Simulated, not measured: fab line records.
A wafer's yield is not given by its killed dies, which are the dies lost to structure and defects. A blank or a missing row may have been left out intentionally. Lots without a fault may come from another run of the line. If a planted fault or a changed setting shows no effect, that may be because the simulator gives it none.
fab line records	flow sky130
record: lots: 5	wafers: 15	lastDay: 50
route steps=708 shown VIA4@651 METAL5@661 PAD_OPEN@708
lots that met no fault: taken from a fault-free run of the same line
startH: hours from the record's opening day to when the first of the lot's shown wafers began	waitH: hours elapsed since this lot's preceding step	" unchanged from the row above	L1.1+2: several wafers, shown together as one row	- no value present, or no start provided	* or withheld: withheld	< > ~ a bound
route shown NAME@n: NAME is a module with steps in the file, n the number in the route of the first one	usual: average and standard deviation across the fault-free wafers	same: alike in all rows	chamber/n: place in a boat	sites: the reading at each site	_std_site: the values' standard deviation	_edge_site: the outer-site mean with the inner-site mean subtracted	radiusMm: for every site, how far away it sits from the centre of the wafer	mask NAME#n: copy n	behind: the last tool/chamber to shape the wafer	hold: cause of the lot's hold/its duration in hours/its outcome	device: transistor that didn't switch, given as n, p or np	end of line: the same wafers' tests at the end of the route	a step given without rows: its recipe and nothing more	killed: dies lost to structure and defects at the first sort, not the wafer's yield	map: dies across one wafer; x = killed, . = not, _ = none there
set.NAME: setting as actually run; set.NAME@STEP: the setting as run at that earlier step	model.NAME: the simulator's own value behind a step, which no gauge read
certain route steps with their lots: each step a table, each wafer a row
services: from which hour (startH, from the record's first day; less than 0 if before it) a tool's chamber was out of use, for how many hours, and why
== steps ==
step: SKY_VIA4_ETCH_12
recipe: target: SiO2	chemistry: C4F8/O2/Ar	stopOn: TiN	maskMaterial: NOVOLAK	sourceW: 1500	biasW: 1200	pressureMtorr: 40	c4f8FlowSccm: withheld	O2_flow_sccm: 6	Ar_flow_sccm: 300	timeS: withheld	targetDepthA: 5800
usual: oesProductAu: 0.925/0.0051	rfFwdPowerW: 1491/5.2
lot.wafer	tool	chamber	startH	waitH	oesProductAu	rfFwdPowerW
L141.2	rieDiel-03	3	1025.19	0.0	0.920	1491
L141.4	"	2	"	"	0.920	1498
L141.6	"	2	"	"	0.923	1491
L147.1	rieDiel-03	1	1073.39	0.0	0.930	1497
L147.2	"	2	"	"	0.923	1497
L147.6	"	3	"	"	0.932	1488
L149.1	rieDiel-03	1	1080.69	0.0	0.926	1498
L149.4	"	0	"	"	0.918	1492
L149.6	"	2	"	"	0.924	1493
L150.3	rieDiel-03	2	1091.40	0.0	0.924	1494
L150.4	"	0	"	"	0.924	1487
L150.5	"	2	"	"	0.929	1493
L160.2	rieDiel-03	1	1141.34	0.0	0.924	1495
L160.3	"	1	"	"	0.922	1493
L160.5	"	2	"	"	0.926	1497
step: SKY_VIA4_STRIP_13
recipe: chemistry: O2/N2	powerW: 1400	pressureMtorr: 1500	platenTempC: withheld	o2FlowSccm: 3000	n2FlowSccm: 300	overashFraction: 0.5
step: SKY_VIA4_STRIP_14
recipe: chemistry: postEtchResidueRemover	timeS: 1200	tempC: 72.5
step: SKY_VIA4_CLEAN_15
recipe: chemistry: IPA	timeS: 180	tempC: 25
step: SKY_VIA4_CLEAN_16
recipe: chemistry: O3/DIW	dry: n2Spin
step: SKY_VIA4_SPUTTER_17
recipe: material: TiN	targetThkNm: 20	chamberPressurePa: 5	powerW: 4000	timeS: 80
usual: throttleValvePct: 30.4/1.1
same: timeS: 80
lot.wafer	tool	chamber	startH	waitH	throttleValvePct
L141.2	pvdSputter-01	-	1025.85	0.0	30.8
L141.4	"	-	"	"	32.4
L141.6	"	-	"	"	29.0
L147.1	pvdSputter-02	-	1074.09	0.0	30.1
L147.2	"	-	"	"	29.6
L147.6	"	-	"	"	30.3
L149.1	pvdSputter-02	-	1081.36	0.0	29.5
L149.4	"	-	"	"	29.2
L149.6	"	-	"	"	30.3
L150.3	pvdSputter-03	-	1092.11	0.0	30.1
L150.4	"	-	"	"	32.0
L150.5	"	-	"	"	30.4
L160.2	pvdSputter-01	-	1142.05	0.0	31.0
L160.3	"	-	"	"	29.8
L160.5	"	-	"	"	32.3
step: SKY_VIA4_CVD_18
recipe: material: W	targetThkNm: 505	timeS: 152.14	tempC: 400	pressureTorr: 40
usual: heaterPowerW: 848/63
same: timeS: 152.14
lot.wafer	tool	chamber	startH	waitH	heaterPowerW
L141.2	cvdW-02	1	1025.92	0.0	899
L141.4	"	0	"	"	767
L141.6	"	0	"	"	764
L147.1	cvdW-02	0	1074.15	0.0	774
L147.2	"	1	"	"	898
L147.6	"	1	"	"	916
L149.1	cvdW-02	1	1081.42	0.0	908
L149.4	"	1	"	"	894
L149.6	"	0	"	"	765
L150.3	cvdW-02	0	1092.22	0.1	776
L150.4	"	1	"	"	922
L150.5	"	0	"	"	756
L160.2	cvdW-02	1	1142.11	0.0	901
L160.3	"	0	"	"	771
L160.5	"	1	"	"	888
step: SKY_VIA4_RS_MEAS_19
recipe: thkMeasGauge: four-point-probe	reads: W_of_VIA4_CVD_18+TiN_of_VIA4_SPUTTER_17
usual: VIA4_W_RS: 0.225/0.0044
lot.wafer	tool	chamber	startH	waitH	VIA4_W_RS[ohm/sq]
L141.2	filmMetro-03	-	1026.09	0.1	0.225
L141.4	"	-	"	"	0.224
L141.6	"	-	"	"	0.224
L147.1	filmMetro-03	-	1074.30	0.1	0.227
L147.2	"	-	"	"	0.230
L147.6	"	-	"	"	0.230
L149.1	filmMetro-02	-	1081.58	0.1	0.228
L149.4	"	-	"	"	0.226
L149.6	"	-	"	"	0.226
L150.3	filmMetro-02	-	1092.36	0.1	0.225
L150.4	"	-	"	"	0.229
L150.5	"	-	"	"	0.228
L160.2	filmMetro-03	-	1142.28	0.1	0.230
L160.3	"	-	"	"	0.228
L160.5	"	-	"	"	0.230
step: SKY_VIA4_THK_MEAS_20
recipe: thkMeasGauge: xrf	reads: W_of_VIA4_CVD_18
usual: VIA4_W_THK: 497/9.5
lot.wafer	tool	chamber	startH	waitH	VIA4_W_THK[nm]
L141.2	filmMetro-03	-	1026.20	0.1	498
L141.4	"	-	"	"	498
L141.6	"	-	"	"	503
L147.1	filmMetro-03	-	1074.42	0.1	494
L147.2	"	-	"	"	490
L147.6	"	-	"	"	490
L149.1	filmMetro-02	-	1081.70	0.1	488
L149.4	"	-	"	"	494
L149.6	"	-	"	"	493
L150.3	filmMetro-02	-	1092.46	0.1	495
L150.4	"	-	"	"	488
L150.5	"	-	"	"	490
L160.2	filmMetro-03	-	1142.39	0.1	493
L160.3	"	-	"	"	496
L160.5	"	-	"	"	491
step: SKY_VIA4_CMP_21
recipe: stopOn: SiO2	tOverpolishS: 25	downForcePsi: 3.5	platenRpm: 60	targetThkNm: 0	padVelocityMS: 0.94248
step: SKY_METAL5_SPUTTER_00
recipe: material: Ti	targetThkNm: 15	powerW: 3000	timeS: 10	chamberPressurePa: 0.4
step: SKY_METAL5_SPUTTER_01
recipe: material: TiN	targetThkNm: 20	powerW: 6500	timeS: 16.7	chamberPressurePa: 0.4
step: SKY_METAL5_SPUTTER_02
recipe: material: AlCu	targetThkNm: 1150	powerW: 10600	timeS: 61.2	chamberPressurePa: 0.4
usual: throttleValvePct: 30.2/0.84
lot.wafer	tool	chamber	startH	waitH	throttleValvePct	model.AlCu_of_METAL5_SPUTTER_02.thkNm
L141.2	pvdSputter-04	-	1026.60	0.0	30.2	1133
L141.4	"	-	"	"	29.7	1143
L141.6	"	-	"	"	29.9	1148
L147.1	pvdSputter-04	-	1074.83	0.0	30.7	1159
L147.2	"	-	"	"	30.3	1160
L147.6	"	-	"	"	29.5	1157
L149.1	pvdSputter-04	-	1082.10	0.0	30.2	1155
L149.4	"	-	"	"	31.0	1159
L149.6	"	-	"	"	30.0	1161
L150.3	pvdSputter-02	-	1092.87	0.0	30.0	1162
L150.4	"	-	"	"	31.2	1154
L150.5	"	-	"	"	29.9	1154
L160.2	pvdSputter-02	-	1142.79	0.0	31.1	1151
L160.3	"	-	"	"	29.0	1158
L160.5	"	-	"	"	30.3	2061
step: SKY_METAL5_SPUTTER_03
recipe: material: Ti	targetThkNm: 5	powerW: 3000	timeS: 3.3	chamberPressurePa: 0.4
usual: throttleValvePct: 30.2/0.87
same: timeS: 3.3
lot.wafer	tool	chamber	startH	waitH	throttleValvePct
L141.2	pvdSputter-04	-	1026.65	0.0	30.1
L141.4	"	-	"	"	30.0
L141.6	"	-	"	"	29.9
L147.1	pvdSputter-04	-	1074.88	0.0	30.6
L147.2	"	-	"	"	30.5
L147.6	"	-	"	"	29.3
L149.1	pvdSputter-04	-	1082.15	0.0	30.4
L149.4	"	-	"	"	30.7
L149.6	"	-	"	"	30.0
L150.3	pvdSputter-02	-	1092.92	0.0	29.8
L150.4	"	-	"	"	31.2
L150.5	"	-	"	"	29.8
L160.2	pvdSputter-02	-	1142.84	0.0	31.5
L160.3	"	-	"	"	28.9
L160.5	"	-	"	"	29.8
step: SKY_METAL5_SPUTTER_04
recipe: material: TiN	targetThkNm: 70	powerW: 6500	timeS: 58.3	chamberPressurePa: 0.4
usual: throttleValvePct: 30.2/0.85
same: timeS: 58.3
lot.wafer	tool	chamber	startH	waitH	throttleValvePct
L141.2	pvdSputter-04	-	1026.66	0.0	30.0
L141.4	"	-	"	"	29.9
L141.6	"	-	"	"	30.3
L147.1	pvdSputter-04	-	1074.90	0.0	30.7
L147.2	"	-	"	"	30.1
L147.6	"	-	"	"	29.5
L149.1	pvdSputter-04	-	1082.17	0.0	30.4
L149.4	"	-	"	"	30.6
L149.6	"	-	"	"	29.9
L150.3	pvdSputter-02	-	1092.94	0.0	29.5
L150.4	"	-	"	"	31.4
L150.5	"	-	"	"	29.7
L160.2	pvdSputter-02	-	1142.86	0.0	31.4
L160.3	"	-	"	"	29.2
L160.5	"	-	"	"	30.1
step: SKY_METAL5_RS_MEAS_05
recipe: thkMeasGauge: four-point-probe	reads: TiN_of_METAL5_SPUTTER_04+Ti_of_METAL5_SPUTTER_03+AlCu_of_METAL5_SPUTTER_02+TiN_of_METAL5_SPUTTER_01+Ti_of_METAL5_SPUTTER_00
usual: METAL5_ALCU_RS: 0.027/0.00024
lot.wafer	tool	chamber	startH	waitH	METAL5_ALCU_RS[ohm/sq]
L141.2	filmMetro-02	-	1026.73	0.0	0.02744
L141.4	"	-	"	"	0.02717
L141.6	"	-	"	"	0.02704
L147.1	filmMetro-04	-	1074.95	0.0	0.02685
L147.2	"	-	"	"	0.02684
L147.6	"	-	"	"	0.02695
L149.1	filmMetro-02	-	1082.22	0.0	0.02692
L149.4	"	-	"	"	0.02681
L149.6	"	-	"	"	0.02674
L150.3	filmMetro-03	-	1093.03	0.1	0.02673
L150.4	"	-	"	"	0.02695
L150.5	"	-	"	"	0.02693
L160.2	filmMetro-04	-	1142.93	0.0	0.02706
L160.3	"	-	"	"	0.02684
L160.5	"	-	"	"	0.01506
step: SKY_METAL5_THK_MEAS_06
recipe: thkMeasGauge: xrf	reads: AlCu_of_METAL5_SPUTTER_02
usual: METAL5_ALCU_THK: 1151/11
lot.wafer	tool	chamber	startH	waitH	METAL5_ALCU_THK[nm]
L141.2	filmMetro-02	-	1026.84	0.1	1130
L141.4	"	-	"	"	1142
L141.6	"	-	"	"	1147
L147.1	filmMetro-04	-	1075.07	0.1	1156
L147.2	"	-	"	"	1159
L147.6	"	-	"	"	1154
L149.1	filmMetro-02	-	1082.34	0.1	1153
L149.4	"	-	"	"	1161
L149.6	"	-	"	"	1159
L150.3	filmMetro-03	-	1093.13	0.1	1145
L150.4	"	-	"	"	1146
L150.5	"	-	"	"	1135
L160.2	filmMetro-04	-	1143.04	0.1	1156
L160.3	"	-	"	"	1164
L160.5	"	-	"	"	2078
step: SKY_METAL5_DEHYDRATE_07
recipe: tempC: 200	timeS: 60
step: SKY_METAL5_HMDS_08
recipe: primeTimeS: 60	primeTempC: 120
step: SKY_METAL5_COAT_09
recipe: resist: NOVOLAK	spinRpm: 3000	resistThkNm: 1800
step: SKY_METAL5_SOFTBAKE_10
recipe: tempC: 90	timeS: 60	resist: NOVOLAK
step: SKY_METAL5_EXPOSE_11
recipe: maskId: MM5	na: 0.6	sourceShape: conventional	sigmaOuter: 0.6	polarization: unpolarized	targetCdNm: 1600	doseMj: 190
step: SKY_METAL5_PEB_12
recipe: tempC: withheld	timeS: *	resist: NOVOLAK
step: SKY_METAL5_DEVELOP_13
recipe: resist: NOVOLAK	developer: TMAH	developTimeS: 60	devTempC: 23
step: SKY_METAL5_DESCUM_14
recipe: chemistry: O2	sourcePowerW: 150	biasPowerW: 0	pressureMtorr: 10	tempC: 40	timeS: 11
step: SKY_METAL5_METAL_ETCH_15
recipe: targetDepthA: 12600	stopOn: SiO2	overEtchFrac: 0.2	timeS: 252	chemistry: Cl2/BCl3	resistSidewallDeg: 86	pressureMtorr: 10	icpW: 900	biasW: 48.5	Cl2_flow_sccm: 60	bcl3FlowSccm: 30
usual: drypumpMotorCurrentA: 5.5/0.37	oesProductAu: 0.894/0.0058	rfFwdPowerW: 897.5/3	throttleValvePct: 22.264/0.0094
same: timeS: 252
lot.wafer	tool	chamber	startH	waitH	drypumpMotorCurrentA	oesProductAu	rfFwdPowerW	rfHoursCounterH	throttleValvePct
L141.2	rieMetal-01	1	1050.39	0.0	5.9	0.898	896.5	24	22.262
L141.4	"	0	"	"	5.2	0.888	897.4	-	22.244
L141.6	"	0	"	"	5.2	0.895	893.5	-	22.276
L147.1	rieMetal-02	0	1095.62	0.0	5.1	0.886	896.3	16	22.271
L147.2	"	1	"	"	6.0	0.895	899.3	19	22.265
L147.6	"	1	"	"	5.9	0.893	904.5	-	22.272
L149.1	rieMetal-02	1	1102.20	0.0	6.0	0.889	905.5	20	22.253
L149.4	"	0	"	"	5.0	0.901	897.3	-	22.263
L149.6	"	0	"	"	5.0	0.894	900.5	-	22.290
L150.3	rieMetal-04	0	1113.46	0.2	5.6	0.890	900.0	-	22.262
L150.4	"	0	"	"	5.6	0.897	902.1	-	22.271
L150.5	"	0	"	"	5.6	0.897	898.4	-	22.245
L160.2	rieMetal-04	0	1160.79	0.0	5.6	0.897	897.5	27	22.266
L160.3	"	0	"	"	5.6	0.885	899.9	-	22.250
L160.5	"	1	"	"	5.6	0.998	900.0	-	22.256
step: SKY_METAL5_STRIP_16
recipe: chemistry: O2/N2	powerW: 1400	pressureMtorr: 1500	platenTempC: withheld	o2FlowSccm: 3000	n2FlowSccm: 300	overashFraction: 0.5
step: SKY_PAD_OPEN_PROBE_99
usual: defectLimitedYield: 82.5/2	killed_at_M0_to_M3: 44/7	killed_at_M4_up: 3.0/1.7	killedAtContacts: 24/5.2	killedAtFrontEnd: 15/4.8	killedAtOther: 0.2/0.56	killedDies: 86/9.7	killedOnRim: 17/4.1	killedOpen: 47/7.1	killedShort: 39/6.3	sort_bin_3_pad_short: 0.9/0.4	sort_bin_5_function: 10.3/1.6	sort_bin_6_memory: 6.3/1.2	sortNPass: 406/9.7	sortYieldPct: 82.5/2
same: grossDies: 492	killedAtBackSide: 0	sort_bin_4_leakage[%]: 0	sort_bin_8_speed[%]: 0
lot.wafer	tool	chamber	startH	waitH	defectLimitedYield[%]	killed_at_M0_to_M3	killed_at_M4_up	killedAtContacts	killedAtFrontEnd	killedAtOther	killedDies	killedOnRim	killedOpen	killedShort	sort_bin_3_pad_short[%]	sort_bin_5_function[%]	sort_bin_6_memory[%]	sortNPass	sortYieldPct[%]
L141.2	prober-01	-	1097.49	0.1	82.3	50	3	23	11	0	87	16	42	45	0.8	11.0	5.9	405	82.3
L141.4	prober-01	-	1097.59	0.2	84.6	43	1	26	6	0	76	20	42	34	1.2	8.7	5.5	416	84.6
L141.6	prober-01	-	1097.69	0.2	82.1	48	3	23	13	1	88	19	52	36	0.6	10.8	6.5	404	82.1
L147.1	prober-01	-	1139.41	0.1	80.5	38	4	32	22	0	96	20	54	42	0.8	12.2	6.5	396	80.5
L147.2	prober-01	-	1139.46	0.1	84.6	30	1	27	18	0	76	15	47	29	1.2	9.3	4.9	416	84.6
L147.6	prober-01	-	1139.66	0.2	81.5	41	2	27	21	0	91	29	51	40	0.8	12.0	5.7	401	81.5
L149.4	prober-01	-	1144.92	0.2	82.3	51	6	17	13	0	87	21	54	33	1.0	9.8	6.9	405	82.3
L149.6	prober-01	-	1145.02	0.2	79.1	54	2	30	17	0	103	21	61	41	0.8	12.6	7.5	389	79.1
L150.3	prober-02	-	1155.29	0.2	82.3	44	5	23	13	2	87	18	44	41	1.4	12.2	4.1	405	82.3
L160.5	prober-01	-	1198.60	0.2	0	41	416	19	16	0	492	96	42	34	1.2	92.5	6.3	0	0
killed by level:class
L141.2 CONTACT:geometricParticle:open=10 LOCAL_INTERCONNECT:geometricParticle:short=9 VIA1:geometricParticle:open=9 VIA1:geometricParticle:short=9 VIA2:geometricParticle:open=7 VIA3:geometricParticle:open=7 VIA3:geometricParticle:short=5 METAL2:geometricParticle:short=4
L141.4 VIA1:geometricParticle:open=14 VIA3:geometricParticle:open=9 CONTACT:geometricParticle:open=8 LOCAL_INTERCONNECT:geometricParticle:short=7 METAL2:geometricParticle:short=6 CONTACT:geometricParticle:short=4 LI_CONTACT:geometricParticle:short=3 LI_CONTACT:geometricParticle:open=3
L141.6 VIA2:geometricParticle:open=11 VIA1:geometricParticle:open=11 CONTACT:geometricParticle:open=10 VIA1:geometricParticle:short=7 LOCAL_INTERCONNECT:geometricParticle:short=5 FIELD_ISO:geometricParticle:open=4 LI_CONTACT:geometricParticle:open=4 METAL1:geometricParticle:short=4
L147.1 VIA1:geometricParticle:open=13 CONTACT:geometricParticle:open=12 METAL2:geometricParticle:short=9 FIELD_ISO:geometricParticle:open=7 CONTACT:geometricParticle:short=6 LI_CONTACT:geometricParticle:open=5 FIELD_ISO:geometricParticle:short=4 POLY_GATE:geometricParticle:short=4
L147.2 CONTACT:geometricParticle:open=12 VIA1:geometricParticle:open=9 FIELD_ISO:geometricParticle:open=6 LI_CONTACT:geometricParticle:open=6 VIA2:geometricParticle:open=5 FIELD_ISO:geometricParticle:short=4 VIA1:geometricParticle:short=4 POLY_GATE:geometricParticle:open=4
L147.6 VIA1:geometricParticle:open=11 POLY_GATE:geometricParticle:open=8 CONTACT:geometricParticle:short=8 CONTACT:geometricParticle:open=8 LI_CONTACT:geometricParticle:open=6 VIA2:geometricParticle:open=6 FIELD_ISO:geometricParticle:open=5 VIA3:geometricParticle:open=5
L149.4 VIA1:geometricParticle:open=11 CONTACT:geometricParticle:open=9 METAL1:geometricParticle:short=8 METAL2:geometricParticle:short=7 VIA2:geometricParticle:open=6 VIA3:geometricParticle:open=5 FIELD_ISO:geometricParticle:open=4 POLY_GATE:geometricParticle:open=4
L149.6 CONTACT:geometricParticle:open=13 VIA1:geometricParticle:open=11 VIA3:geometricParticle:open=11 VIA2:geometricParticle:open=9 CONTACT:geometricParticle:short=7 METAL2:geometricParticle:short=6 POLY_GATE:geometricParticle:open=5 METAL1:geometricParticle:short=5
L150.3 VIA1:geometricParticle:open=11 VIA3:geometricParticle:open=8 VIA1:geometricParticle:short=8 LI_CONTACT:geometricParticle:open=7 CONTACT:geometricParticle:open=5 CONTACT:geometricParticle:short=5 VIA2:geometricParticle:open=5 LOCAL_INTERCONNECT:geometricParticle:short=4
L160.5 METAL5:areaEtch=415 VIA1:geometricParticle:open=10 VIA3:geometricParticle:short=6 LI_CONTACT:geometricParticle:open=5 LOCAL_INTERCONNECT:geometricParticle:short=5 METAL1:geometricParticle:short=5 VIA2:geometricParticle:open=5 FIELD_ISO:geometricParticle:open=4
map L160.5 (x killed, . not)
__________xxxxxxxxxx_________
________xxxxxxxxxxxxxx_______
______xxxxxxxxxxxxxxxxxx_____
_____xxxxxxxxxxxxxxxxxxxx____
____xxxxxxxxxxxxxxxxxxxxxx___
___xxxxxxxxxxxxxxxxxxxxxxxx__
__xxxxxxxxxxxxxxxxxxxxxxxxxx_
_xxxxxxxxxxxxxxxxxxxxxxxxxxxx
_xxxxxxxxxxxxxxxxxxxxxxxxxxxx
_xxxxxxxxxxxxxxxxxxxxxxxxxxxx
_xxxxxxxxxxxxxxxxxxxxxxxxxxxx
_xxxxxxxxxxxxxxxxxxxxxxxxxxxx
_xxxxxxxxxxxxxxxxxxxxxxxxxxxx
_xxxxxxxxxxxxxxxxxxxxxxxxxxxx
_xxxxxxxxxxxxxxxxxxxxxxxxxxxx
__xxxxxxxxxxxxxxxxxxxxxxxxxx_
___xxxxxxxxxxxxxxxxxxxxxxxx__
____xxxxxxxxxxxxxxxxxxxxxx___
_____xxxxxxxxxxxxxxxxxxxx____
______xxxxxxxxxxxxxxxxxx_____
________xxxxxxxxxxxxxx_______
__________xxxxxxxxxx_________
map L150.4 (x killed, . not)
__________....x.x..._________
________............x._______
______.................._____
_____..................x.____
____x.......x....x.x......___
___...x.x....x....x.xx....x__
__.......x.x...........x...._
_xx.....x.......x.x.x.x...x..
_.......x..x............xx.xx
_.....x.....xx...........x...
_...x...x...x.xx...xx.x......
_...x....x......xx....x...x..
_....x...........x..x........
_.xx...xx.x......x..x........
_.......x.x......x.x...x.xx..
__...............x..xx....x._
___x.......................__
____.x............x.x..xxx___
_____..x.....x...x.......____
______...x....x.x..x...._____
________...x......xx.._______
__________.....xx..._________
== services ==
tool	chamber	startH	hours	kind
rieMetal-04	-	1008.66	1.3	repair
rieMetal-04	1	1042.70	9.7	repair
cvdW-02	0	1043.97	16.5	repair
pvdSputter-04	-	1049.80	10.7	repair
pvdSputter-04	-	1066.53	0.6	repair
rieMetal-02	0	1069.45	2.6	repair
cvdW-02	-	1079.34	0.2	repair
rieMetal-02	-	1107.97	0.6	repair
rieMetal-04	1	1110.79	17.1	repair
rieDiel-03	-	1117.05	1.1	repair
cvdW-02	1	1121.24	4.9	repair
pvdSputter-04	-	1122.99	1.6	repair
pvdSputter-01	-	1128.82	1.4	repair
rieMetal-02	1	1138.93	8.5	repair
rieDiel-03	0	1139.26	22.1	repair
rieDiel-03	3	1139.89	5.4	repair
rieDiel-03	1	1158.17	5.4	repair
== key ==
firstSign: step: SKY_METAL5_RS_MEAS_05	reading: METAL5_ALCU_RS	direction: down	sigmas: 50	usual: 0.027	struck: 0.01506
effect: step: SKY_METAL5_THK_MEAS_06	reading: METAL5_ALCU_THK	direction: up	sigmas: 86	usual: 1151	struck: 2078
effect: step: SKY_METAL5_METAL_ETCH_15	reading: oesProductAu	direction: up	sigmas: 18	usual: 0.894	struck: 0.998
effect: step: SKY_PAD_OPEN_PROBE_99	reading: killed_at_M4_up	direction: up	sigmas: 99+	usual: 3.0	struck: 416
modelEffect: step: SKY_METAL5_SPUTTER_02	value: AlCu_of_METAL5_SPUTTER_02.thkNm	without: 1148	struck: 2061
moreKillsBornAt: SKY_METAL5_METAL_ETCH_15@rieMetal-04: 415
metAt SKY_METAL5_SPUTTER_02
struckWafers L160.5
laterRowsLeftOut L160.5
onsetBetween 1092.87 1142.79
fault: kind: processParameterDrift	tool: pvdSputter-02	chamber: -	onsetH: 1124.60	steps: SKY_METAL5_SPUTTER_02	channel: targetThkNm	offset: 912.45	shape: step	endH: 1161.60	scope: struckWafersOnly	actsIn: theseRecipesOnly	stated: 1150
laterRowsLeftOut: the simulator's readings of these wafers behind a module that went badly wrong aren't trusted and aren't shown, but for the sort
